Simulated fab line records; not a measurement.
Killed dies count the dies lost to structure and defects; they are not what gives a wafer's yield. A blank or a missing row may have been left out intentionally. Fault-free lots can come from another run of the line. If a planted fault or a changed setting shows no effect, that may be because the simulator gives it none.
Split-lot trial :: flow sfq line :: 23 wafers read across 5 lots, on a route 325 steps long

== THE SPLIT ITSELF ==
At SFQ_TRILAYER_I6_VIA_LITHO_COAT_169 (resist thk 650 nm), the setting spin rpm was moved away from the recipe's 3000 rpm on 5 of the 23 wafers read, by +6.0%. For the rest of the wafers, this setting stayed at what the recipe calls for.

== SPLIT TO READING: what lies between them in the file, 1 step ==
- SFQ_TRILAYER_I6_VIA_BARC_OPEN_VIA_ETCH_235: etches BARC in O2, target depth 125 nm, time 41.7 s (also split here: bias w)

== THE READING ==
KrF_of_TRILAYER_I6_VIA_LITHO_COAT_169.thk nm (the simulator's own value, which no gauge read), in nm, at SFQ_TRILAYER_I6_VIA_ETCH_VIA_ETCH_172 (etches SiO2 in CHF3, stops on Nb, target depth 260 nm). The file gives no usual value for it. The 18 wafers here that ran the recipe average 526.6 nm, standard deviation 2.2 nm.

wafer: L076.1
tool, chamber at the split: litho track-03, 0
spin rpm as run, rpm: 3179
against the recipe: +6.0%
KrF_of_TRILAYER_I6_VIA_LITHO_COAT_169.thk nm, nm: 508.8
against lot-mates on the recipe: -16.1

wafer: L076.2
tool, chamber at the split: litho track-03, 0
spin rpm as run, rpm: 3179
against the recipe: +6.0%
KrF_of_TRILAYER_I6_VIA_LITHO_COAT_169.thk nm, nm: 506.9
against lot-mates on the recipe: -18.0

wafer: L076.3
tool, chamber at the split: litho track-03, 0
spin rpm as run, rpm: 3000
against the recipe: recipe
KrF_of_TRILAYER_I6_VIA_LITHO_COAT_169.thk nm, nm: 523.7
against lot-mates on the recipe: -

wafer: L076.4
tool, chamber at the split: litho track-03, 0
spin rpm as run, rpm: 3000
against the recipe: recipe
KrF_of_TRILAYER_I6_VIA_LITHO_COAT_169.thk nm, nm: 526
against lot-mates on the recipe: -

wafer: L076.5
tool, chamber at the split: litho track-03, 0
spin rpm as run, rpm: 3179
against the recipe: +6.0%
KrF_of_TRILAYER_I6_VIA_LITHO_COAT_169.thk nm, nm: 506.7
against lot-mates on the recipe: -18.2

wafer: L077.1
tool, chamber at the split: litho track-03, 0
spin rpm as run, rpm: 3000
against the recipe: recipe
KrF_of_TRILAYER_I6_VIA_LITHO_COAT_169.thk nm, nm: 530.8
against lot-mates on the recipe: -

wafer: L077.3
tool, chamber at the split: litho track-03, 0
spin rpm as run, rpm: 3000
against the recipe: recipe
KrF_of_TRILAYER_I6_VIA_LITHO_COAT_169.thk nm, nm: 529.2
against lot-mates on the recipe: -

wafer: L077.4
tool, chamber at the split: litho track-03, 0
spin rpm as run, rpm: 3000
against the recipe: recipe
KrF_of_TRILAYER_I6_VIA_LITHO_COAT_169.thk nm, nm: 526.9
against lot-mates on the recipe: -

wafer: L077.5
tool, chamber at the split: litho track-03, 0
spin rpm as run, rpm: 3000
against the recipe: recipe
KrF_of_TRILAYER_I6_VIA_LITHO_COAT_169.thk nm, nm: 524.9
against lot-mates on the recipe: -

wafer: L077.6
tool, chamber at the split: litho track-03, 0
spin rpm as run, rpm: 3000
against the recipe: recipe
KrF_of_TRILAYER_I6_VIA_LITHO_COAT_169.thk nm, nm: 528
against lot-mates on the recipe: -

wafer: L078.1
tool, chamber at the split: litho track-03, 0
spin rpm as run, rpm: 3000
against the recipe: recipe
KrF_of_TRILAYER_I6_VIA_LITHO_COAT_169.thk nm, nm: 525.7
against lot-mates on the recipe: -

wafer: L078.3
tool, chamber at the split: litho track-03, 0
spin rpm as run, rpm: 3000
against the recipe: recipe
KrF_of_TRILAYER_I6_VIA_LITHO_COAT_169.thk nm, nm: 527.8
against lot-mates on the recipe: -

wafer: L078.4
tool, chamber at the split: litho track-03, 0
spin rpm as run, rpm: 3000
against the recipe: recipe
KrF_of_TRILAYER_I6_VIA_LITHO_COAT_169.thk nm, nm: 523.8
against lot-mates on the recipe: -

wafer: L078.5
tool, chamber at the split: litho track-03, 0
spin rpm as run, rpm: 3000
against the recipe: recipe
KrF_of_TRILAYER_I6_VIA_LITHO_COAT_169.thk nm, nm: 528.4
against lot-mates on the recipe: -

wafer: L078.6
tool, chamber at the split: litho track-03, 0
spin rpm as run, rpm: 3000
against the recipe: recipe
KrF_of_TRILAYER_I6_VIA_LITHO_COAT_169.thk nm, nm: 525
against lot-mates on the recipe: -

wafer: L080.1
tool, chamber at the split: litho track-01, 0
spin rpm as run, rpm: 3000
against the recipe: recipe
KrF_of_TRILAYER_I6_VIA_LITHO_COAT_169.thk nm, nm: 524.5
against lot-mates on the recipe: -

wafer: L080.3
tool, chamber at the split: litho track-01, 0
spin rpm as run, rpm: 3179
against the recipe: +6.0%
KrF_of_TRILAYER_I6_VIA_LITHO_COAT_169.thk nm, nm: 508.1
against lot-mates on the recipe: -18.7

wafer: L080.4
tool, chamber at the split: litho track-01, 0
spin rpm as run, rpm: 3000
against the recipe: recipe
KrF_of_TRILAYER_I6_VIA_LITHO_COAT_169.thk nm, nm: 531.2
against lot-mates on the recipe: -

wafer: L080.5
tool, chamber at the split: litho track-01, 0
spin rpm as run, rpm: 3179
against the recipe: +6.0%
KrF_of_TRILAYER_I6_VIA_LITHO_COAT_169.thk nm, nm: 508.6
against lot-mates on the recipe: -18.2

wafer: L080.6
tool, chamber at the split: litho track-01, 0
spin rpm as run, rpm: 3000
against the recipe: recipe
KrF_of_TRILAYER_I6_VIA_LITHO_COAT_169.thk nm, nm: 524.7
against lot-mates on the recipe: -

wafer: L082.3
tool, chamber at the split: litho track-02, 0
spin rpm as run, rpm: 3000
against the recipe: recipe
KrF_of_TRILAYER_I6_VIA_LITHO_COAT_169.thk nm, nm: 525.2
against lot-mates on the recipe: -

wafer: L082.4
tool, chamber at the split: litho track-02, 0
spin rpm as run, rpm: 3000
against the recipe: recipe
KrF_of_TRILAYER_I6_VIA_LITHO_COAT_169.thk nm, nm: 528
against lot-mates on the recipe: -

wafer: L082.6
tool, chamber at the split: litho track-02, 0
spin rpm as run, rpm: 3000
against the recipe: recipe
KrF_of_TRILAYER_I6_VIA_LITHO_COAT_169.thk nm, nm: 525.8
against lot-mates on the recipe: -

FIT RESULTS
A straight line over all 23 wafers: KrF_of_TRILAYER_I6_VIA_LITHO_COAT_169.thk nm changes by -3.15 nm for each +1% of spin rpm; r = -0.97; the points scatter about the line by 2.1 nm.
The same after taking each lot's own level away (the mean of its wafers on the recipe; 23 wafers): -2.98 nm for each +1%; r = -0.97; scatter 1.9 nm.
The reading moves by 18 nm for the largest change in spin rpm, on that fit.
Across the lots, their own levels run from 524.85 to 527.96 nm, a range of 1.4 times the standard deviation given above.
Consequently the slope shifts little with the lot-to-lot level, the two slopes agreeing.
Check: -18.3 nm against its lot-mates is what the line predicts for one of the wafers moved furthest among these (+6.0%) when that wafer is left out of the fit. It came out at -16.1 nm against them.

== OTHER SPLITS APPLIED TO THESE WAFERS ==
Other splits were also applied to these wafers ahead of the reading. Each is held against what the fit with the lots' levels taken away leaves over:
other split on the same wafers: SFQ_TRILAYER_M5_BARC_OPEN_METAL_ETCH_161 time s
wafers away from the commonest value: 6
r with KrF_of_TRILAYER_I6_VIA_LITHO_COAT_169.thk nm (lot level and that fit taken away): -0.06

other split on the same wafers: SFQ_TRILAYER_R5_LITHO_EXPOSE_137 dose mj
wafers away from the commonest value: 11
r with KrF_of_TRILAYER_I6_VIA_LITHO_COAT_169.thk nm (lot level and that fit taken away): -0.03

other split on the same wafers: SFQ_TRILAYER_I5_LITHO_COAT_149 resist thk nm
wafers away from the commonest value: 11
r with KrF_of_TRILAYER_I6_VIA_LITHO_COAT_169.thk nm (lot level and that fit taken away): -0.33

other split on the same wafers: SFQ_TRILAYER_I5_BARC_OPEN_VIA_ETCH_200 bias w
wafers away from the commonest value: 10
r with KrF_of_TRILAYER_I6_VIA_LITHO_COAT_169.thk nm (lot level and that fit taken away): -0.09

other split on the same wafers: SFQ_TRILAYER_C5_LITHO_EXPOSE_152 dose mj
wafers away from the commonest value: 9
r with KrF_of_TRILAYER_I6_VIA_LITHO_COAT_169.thk nm (lot level and that fit taken away): -0.32

other split on the same wafers: SFQ_TRILAYER_M6_LITHO_PEB_162 peb time s
wafers away from the commonest value: 8
r with KrF_of_TRILAYER_I6_VIA_LITHO_COAT_169.thk nm (lot level and that fit taken away): -0.06

other split on the same wafers: SFQ_TRILAYER_I6_VIA_BARC_OPEN_VIA_ETCH_235 bias w
wafers away from the commonest value: 7
r with KrF_of_TRILAYER_I6_VIA_LITHO_COAT_169.thk nm (lot level and that fit taken away): -0.41

== THE WHOLE CHAIN: every reading that the file lists as answering this split, in the file's order ==
step: SFQ_TRILAYER_I6_VIA_LITHO_COAT_169
what it does: resist thk 650 nm
reading: KrF_of_TRILAYER_I6_VIA_LITHO_COAT_169.thk nm (the simulator's own value, which no gauge read)
change (the file's fit): -3.11 nm for each +1% of the setting
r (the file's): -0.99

step: SFQ_TRILAYER_I6_VIA_ETCH_VIA_ETCH_172
what it does: etches SiO2 in CHF3, stops on Nb, target depth 260 nm
reading: KrF_of_TRILAYER_I6_VIA_LITHO_COAT_169.thk nm (the simulator's own value, which no gauge read)
change (the file's fit): -3 nm for each +1% of the setting
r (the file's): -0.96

== FILE'S OWN FIT ==
KrF_of_TRILAYER_I6_VIA_LITHO_COAT_169.thk nm changes by -3 nm for each +1% of spin rpm, r = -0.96.
